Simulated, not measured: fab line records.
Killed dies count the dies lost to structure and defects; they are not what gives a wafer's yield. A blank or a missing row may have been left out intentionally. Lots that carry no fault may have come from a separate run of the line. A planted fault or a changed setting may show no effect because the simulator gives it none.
Chamber matching || flow sky130 || 3 sister chambers for SKY_VIA2_HDPCVD_00 on hdpcvd-01
The step deposits SiO2, target thk 1180 nm, time 196.7 s. 20 wafers are shown with their chamber, then 10 later ones without.

WAFERS, EACH WITH ITS CHAMBER
{"wafer": "L333.2", "chamber": 0, "susceptorTempC (C)": 399.69}
{"wafer": "L333.3", "chamber": 1, "susceptorTempC (C)": 400.21}
{"wafer": "L333.4", "chamber": 1, "susceptorTempC (C)": 399.96}
{"wafer": "L334.3", "chamber": 2, "susceptorTempC (C)": 400.09}
{"wafer": "L334.5", "chamber": 0, "susceptorTempC (C)": 400.12}
{"wafer": "L334.6", "chamber": 1, "susceptorTempC (C)": 399.71}
{"wafer": "L335.1", "chamber": 0, "susceptorTempC (C)": 400.37}
{"wafer": "L335.2", "chamber": 1, "susceptorTempC (C)": 400.23}
{"wafer": "L335.3", "chamber": 2, "susceptorTempC (C)": 399.80}
{"wafer": "L337.1", "chamber": 2, "susceptorTempC (C)": 399.97}
{"wafer": "L337.2", "chamber": 1, "susceptorTempC (C)": 399.68}
{"wafer": "L337.6", "chamber": 2, "susceptorTempC (C)": 399.91}
{"wafer": "L340.3", "chamber": 1, "susceptorTempC (C)": 399.89}
{"wafer": "L340.4", "chamber": 0, "susceptorTempC (C)": 399.91}
{"wafer": "L340.6", "chamber": 2, "susceptorTempC (C)": 399.90}
{"wafer": "L344.2", "chamber": 2, "susceptorTempC (C)": 399.94}
{"wafer": "L344.4", "chamber": 1, "susceptorTempC (C)": 400.06}
{"wafer": "L344.6", "chamber": 0, "susceptorTempC (C)": 400.32}
{"wafer": "L345.1", "chamber": 0, "susceptorTempC (C)": 400.11}
{"wafer": "L345.3", "chamber": 2, "susceptorTempC (C)": 399.78}

SIGNATURES, as means of the wafers listed above
{"reading": "susceptorTempC", "chamber 0": 400.0867, "chamber 1": 399.9629, "chamber 2": 399.9129, "scatter within a chamber": 0.2}
Rule: for each reading, subtract the chamber's mean from the wafer's reading, divide by that reading's scatter and square the result; add these up over the readings and take the root, which gives the wafer's distance from the chamber. If the next closest chamber is less than 2 further off than the closest, the wafer can't be placed; otherwise it belongs to the closest. How the scatter is found: for the shown wafers, subtract from each reading the mean of its chamber, square and add these, divide the total by (wafers less chambers), then take the root.

WAFERS MISSING THEIR CHAMBER
{"wafer": "L345.4", "susceptorTempC (C)": 399.64}
{"wafer": "L350.2", "susceptorTempC (C)": 400.08}
{"wafer": "L350.5", "susceptorTempC (C)": 399.95}
{"wafer": "L350.6", "susceptorTempC (C)": 400.15}
{"wafer": "L351.4", "susceptorTempC (C)": 400.23}
{"wafer": "L351.5", "susceptorTempC (C)": 400.05}
{"wafer": "L351.6", "susceptorTempC (C)": 400.09}
{"wafer": "L352.2", "susceptorTempC (C)": 400.31}
{"wafer": "L352.5", "susceptorTempC (C)": 400.30}
{"wafer": "L352.6", "susceptorTempC (C)": 400.44}

CHAMBER TAKEN BY EACH
{"wafer": "L345.4", "from the rows above": "can't be placed: 2 or 1 or 0", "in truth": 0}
{"wafer": "L350.2", "from the rows above": "can't be placed: 0 or 1 or 2", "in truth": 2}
{"wafer": "L350.5", "from the rows above": "can't be placed: 1 or 2 or 0", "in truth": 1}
{"wafer": "L350.6", "from the rows above": "can't be placed: 0 or 1 or 2", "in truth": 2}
{"wafer": "L351.4", "from the rows above": "can't be placed: 0 or 1 or 2", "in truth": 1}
{"wafer": "L351.5", "from the rows above": "can't be placed: 0 or 1 or 2", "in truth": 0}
{"wafer": "L351.6", "from the rows above": "can't be placed: 0 or 1 or 2", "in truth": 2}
{"wafer": "L352.2", "from the rows above": "can't be placed: 0 or 1 or 2", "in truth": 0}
{"wafer": "L352.5", "from the rows above": "can't be placed: 0 or 1 or 2", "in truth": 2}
{"wafer": "L352.6", "from the rows above": "can't be placed: 0 or 1 or 2", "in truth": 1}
0 of 10 placed correctly. From these rows, 10 cannot be placed; in 10 the true chamber is one of the candidates. Number placed wrongly: 0.
